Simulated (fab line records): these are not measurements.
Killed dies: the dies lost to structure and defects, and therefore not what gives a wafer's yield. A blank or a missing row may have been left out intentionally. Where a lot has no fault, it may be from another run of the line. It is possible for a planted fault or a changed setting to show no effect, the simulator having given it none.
fab line records | flow sky130 | part 2 of 2: steps 31 to 42 of 42
record: lots: 5 wafers: 15 last_day: 50
route steps=708 shown METAL1@454 VIA1@458 METAL2@483
lots with no fault: from the same line, run without faults
start_h: hours from the record's opening day to when the first of the lot's shown wafers began | wait_h: hours from the lot's prior step to this one | " identical to the entry in the row above | L1.1+2: a row that stands for several wafers | - either no value or no given start | * or withheld: withheld | < > ~ a bound
route shown NAME@n: names a module that has steps shown in the file, with the first one's number in the route | usual: mean/standard deviation of fault-free wafers | same: alike in all rows | chamber/n: place in a boat | sites: readings site by site | _std_site: their standard deviation | _edge_site: outer sites' mean less inner sites' | radius_mm: for every site, how far away it sits from the centre of the wafer | mask NAME#n: copy n | behind: tool/chamber where the wafer was last shaped | hold: the reason the lot was held/the length of the hold in hours/how it ended | device: whichever transistor did not switch (one of n, p or np) | end of line: the same wafers' tests at the end of the route | for a step that has no rows: nothing shown but its recipe | killed: dies lost to structure and defects at the first sort, not the wafer's yield | map: shows each die of a wafer: x if killed, . if not, _ if none is there
set.NAME: the setting as run; set.NAME@STEP: as run at that earlier step | model.NAME: the simulator's own value behind a step, which no gauge read
lots at some steps of the route; a table a step, a row a wafer
services: from which hour (start_h, from the record's first day; less than 0 if before it) a tool's chamber was out of use, for how many hours, and why
== steps ==
step: SKY_METAL2_SPUTTER_01
recipe: material: TiN target_thk_nm: 20 power_w: 6500 time_s: 16.7 chamber_pressure_pa: 0.4
usual: throttle_valve_pct: 29.5/1.3
columns lot.wafer tool chamber start_h wait_h throttle_valve_pct
L077.1 pvd_sputter-01 - 810.40 0.0 29.3
L077.3 " - " " 27.1
L077.5 " - " " 29.5
L078.2 pvd_sputter-03 - 831.43 0.0 30.9
L078.4 " - " " 30.6
L078.6 " - " " 30.6
L080.1 pvd_sputter-01 - 842.33 0.0 27.0
L080.2 " - " " 29.3
L080.6 " - " " 29.2
L094.4 pvd_sputter-01 - 943.67 0.0 29.0
L094.5 " - " " 29.5
L094.6 " - " " 27.0
L096.2 pvd_sputter-01 - 958.44 0.0 29.0
L096.4 " - " " 27.2
L096.5 " - " " 29.1
step: SKY_METAL2_SPUTTER_02
recipe: material: AlCu target_thk_nm: 250 power_w: 10600 time_s: 13.3 chamber_pressure_pa: 0.4
usual: throttle_valve_pct: 29.4/1.3
columns lot.wafer tool chamber start_h wait_h throttle_valve_pct
L077.1 pvd_sputter-01 - 810.42 0.0 29.3
L077.3 " - " " 27.2
L077.5 " - " " 29.6
L078.2 pvd_sputter-03 - 831.45 0.0 30.9
L078.4 " - " " 30.9
L078.6 " - " " 30.9
L080.1 pvd_sputter-01 - 842.36 0.0 27.0
L080.2 " - " " 29.3
L080.6 " - " " 29.1
L094.4 pvd_sputter-01 - 943.70 0.0 29.1
L094.5 " - " " 29.3
L094.6 " - " " 27.3
L096.2 pvd_sputter-01 - 958.47 0.0 29.1
L096.4 " - " " 27.0
L096.5 " - " " 29.5
step: SKY_METAL2_SPUTTER_03
recipe: material: Ti target_thk_nm: 5 power_w: 3000 time_s: 3.3 chamber_pressure_pa: 0.4
usual: throttle_valve_pct: 29.4/1.3
columns lot.wafer tool chamber start_h wait_h throttle_valve_pct
L077.1 pvd_sputter-01 - 810.45 0.0 29.1
L077.3 " - " " 27.4
L077.5 " - " " 29.3
L078.2 pvd_sputter-03 - 831.48 0.0 30.9
L078.4 " - " " 30.7
L078.6 " - " " 30.9
L080.1 pvd_sputter-01 - 842.38 0.0 26.9
L080.2 " - " " 29.4
L080.6 " - " " 29.2
L094.4 pvd_sputter-01 - 943.72 0.0 29.1
L094.5 " - " " 29.5
L094.6 " - " " 27.1
L096.2 pvd_sputter-01 - 958.49 0.0 29.1
L096.4 " - " " 27.3
L096.5 " - " " 29.3
step: SKY_METAL2_SPUTTER_04
recipe: material: TiN target_thk_nm: 70 power_w: 6500 time_s: 58.3 chamber_pressure_pa: 0.4
usual: throttle_valve_pct: 29.4/1.3
columns lot.wafer tool chamber start_h wait_h throttle_valve_pct
L077.1 pvd_sputter-01 - 810.47 0.0 29.1
L077.3 " - " " 27.0
L077.5 " - " " 29.4
L078.2 pvd_sputter-03 - 831.49 0.0 31.2
L078.4 " - " " 31.0
L078.6 " - " " 30.9
L080.1 pvd_sputter-01 - 842.40 0.0 27.0
L080.2 " - " " 29.6
L080.6 " - " " 28.8
L094.4 pvd_sputter-01 - 943.75 0.0 29.1
L094.5 " - " " 29.5
L094.6 " - " " 27.3
L096.2 pvd_sputter-01 - 958.51 0.0 29.0
L096.4 " - " " 27.1
L096.5 " - " " 29.6
step: SKY_METAL2_RS_MEAS_05
recipe: thk_meas_gauge: four-point-probe reads: TiN_of_METAL2_SPUTTER_04+Ti_of_METAL2_SPUTTER_03+AlCu_of_METAL2_SPUTTER_02+TiN_of_METAL2_SPUTTER_01+Ti_of_METAL2_SPUTTER_00
usual: METAL2_ALCU_RS: 0.1270/0.0014
columns lot.wafer tool chamber start_h wait_h METAL2_ALCU_RS[ohm/sq]
L077.1 film_metro-02 - 810.52 0.0 0.1253
L077.3 " - " " 0.1255
L077.5 " - " " 0.1249
L078.2 film_metro-03 - 831.56 0.0 0.1262
L078.4 " - " " 0.1253
L078.6 " - " " 0.1257
L080.1 film_metro-03 - 842.45 0.0 0.1255
L080.2 " - " " 0.1247
L080.6 " - " " 0.1251
L094.4 film_metro-02 - 943.84 0.1 0.1279
L094.5 " - " " 0.1290
L094.6 " - " " 0.1285
L096.2 film_metro-02 - 958.58 0.0 0.1262
L096.4 " - " " 0.1276
L096.5 " - " " 0.1267
step: SKY_METAL2_THK_MEAS_06
recipe: thk_meas_gauge: xrf reads: AlCu_of_METAL2_SPUTTER_02
usual: METAL2_ALCU_THK: 247.9/2.9
columns lot.wafer tool chamber start_h wait_h METAL2_ALCU_THK[nm]
L077.1 film_metro-02 - 810.64 0.1 252.3
L077.3 " - " " 251.5
L077.5 " - " " 252.9
L078.2 film_metro-03 - 831.67 0.1 252.2
L078.4 " - " " 250.8
L078.6 " - " " 251.5
L080.1 film_metro-03 - 842.57 0.1 250.0
L080.2 " - " " 252.2
L080.6 " - " " 252.1
L094.4 film_metro-02 - 943.93 0.1 245.2
L094.5 " - " " 242.6
L094.6 " - " " 244.4
L096.2 film_metro-02 - 958.69 0.1 248.8
L096.4 " - " " 247.9
L096.5 " - " " 247.5
step: SKY_METAL2_DEHYDRATE_07
recipe: temp_c: 200 time_s: 60
columns lot.wafer tool chamber start_h wait_h
L077.1+3+5 litho_track-04 0 822.98 12.3
L078.2+4+6 litho_track-01 0 843.61 11.9
L080.1+2+6 litho_track-01 0 854.59 12.0
L094.4+5+6 litho_track-04 0 955.86 11.9
L096.2+4+5 litho_track-01 0 968.76 10.1
step: SKY_METAL2_HMDS_08
recipe: prime_time_s: 60 prime_temp_c: 120
columns lot.wafer tool chamber start_h wait_h
L077.1+3+5 litho_track-04 0 823.13 0.1
L078.2+4+6 litho_track-01 0 843.76 0.1
L080.1+2+6 litho_track-01 0 854.74 0.1
L094.4+5+6 litho_track-04 0 956.01 0.1
L096.2+4+5 litho_track-01 0 968.91 0.1
step: SKY_METAL2_COAT_09
recipe: resist: BARC temp_c: withheld time_s: withheld spin_rpm: 3000 resist_thk_nm: 60
columns lot.wafer tool chamber start_h wait_h
L077.1+3+5 litho_track-04 0 823.28 0.1
L078.2+4+6 litho_track-01 0 843.91 0.1
L080.1+2+6 litho_track-01 0 854.89 0.1
L094.4+5+6 litho_track-04 0 956.16 0.1
L096.2+4+5 litho_track-01 0 969.06 0.1
step: SKY_METAL2_COAT_10
recipe: resist: KrF-thick spin_rpm: 3000 resist_thk_nm: 450
columns lot.wafer tool chamber start_h wait_h
L077.1+3+5 litho_track-04 0 - -
L078.2+4+6 litho_track-01 0 - -
L080.1+2+6 litho_track-01 0 - -
L094.4+5+6 litho_track-04 0 - -
L096.2+4+5 litho_track-01 0 - -
step: SKY_METAL2_SOFTBAKE_11
recipe: temp_c: 100 time_s: 85.92 resist: KrF-thick
columns lot.wafer tool chamber start_h wait_h
L077.1+3+5 litho_track-04 0 - -
L078.2+4+6 litho_track-01 0 - -
L080.1+2+6 litho_track-01 0 - -
L094.4+5+6 litho_track-04 0 - -
L096.2+4+5 litho_track-01 0 - -
step: SKY_METAL2_EXPOSE_12
recipe: mask_id: MM2 na: 0.8 source_shape: annular sigma_inner: 0.55 sigma_outer: 0.85 target_cd_nm: 140 dose_mj: 28
same: sigma_inner: 0.55
columns lot.wafer tool chamber start_h wait_h mask
L077.1+3+5 krf_scanner-02 0 - - MM2#0
L078.2+4+6 krf_scanner-02 0 - - MM2#0
L080.1+2+6 krf_scanner-02 0 - - MM2#0
L094.4+5+6 krf_scanner-02 0 - - MM2#0
L096.2+4+5 krf_scanner-01 0 - - MM2#0
== services ==
columns tool chamber start_h hours kind
cmp-02 - 761.76 5.4 pm
krf_scanner-01 - 766.80 1.0 pm
cmp-02 - 792.80 5.1 pm
cmp-02 - 800.27 2.1 repair
cmp-02 - 801.34 0.4 repair
pvd_sputter-03 - 801.55 6.2 repair
rie_diel-03 1 806.29 4.7 repair
cmp-01 - 817.28 5.5 pm
krf_scanner-01 - 819.01 1.0 repair
krf_scanner-01 - 823.79 3.4 repair
cmp-01 - 824.66 0.5 repair
krf_scanner-01 - 825.68 0.9 repair
pvd_sputter-01 - 851.15 2.5 repair
krf_scanner-02 - 852.24 1.0 pm
krf_scanner-01 - 853.89 0.3 repair
krf_scanner-01 - 860.56 0.8 pm
cmp-01 - 861.68 2.6 repair
wet_bench-04 - 867.50 1.9 pm
krf_scanner-02 - 870.96 1.3 pm
krf_scanner-01 - 875.95 1.3 pm
rie_diel-03 - 913.74 2.8 pm
wet_bench-02 - 922.19 3.4 repair
rie_diel-03 2 935.19 2.5 repair
wet_bench-02 - 958.03 1.9 pm
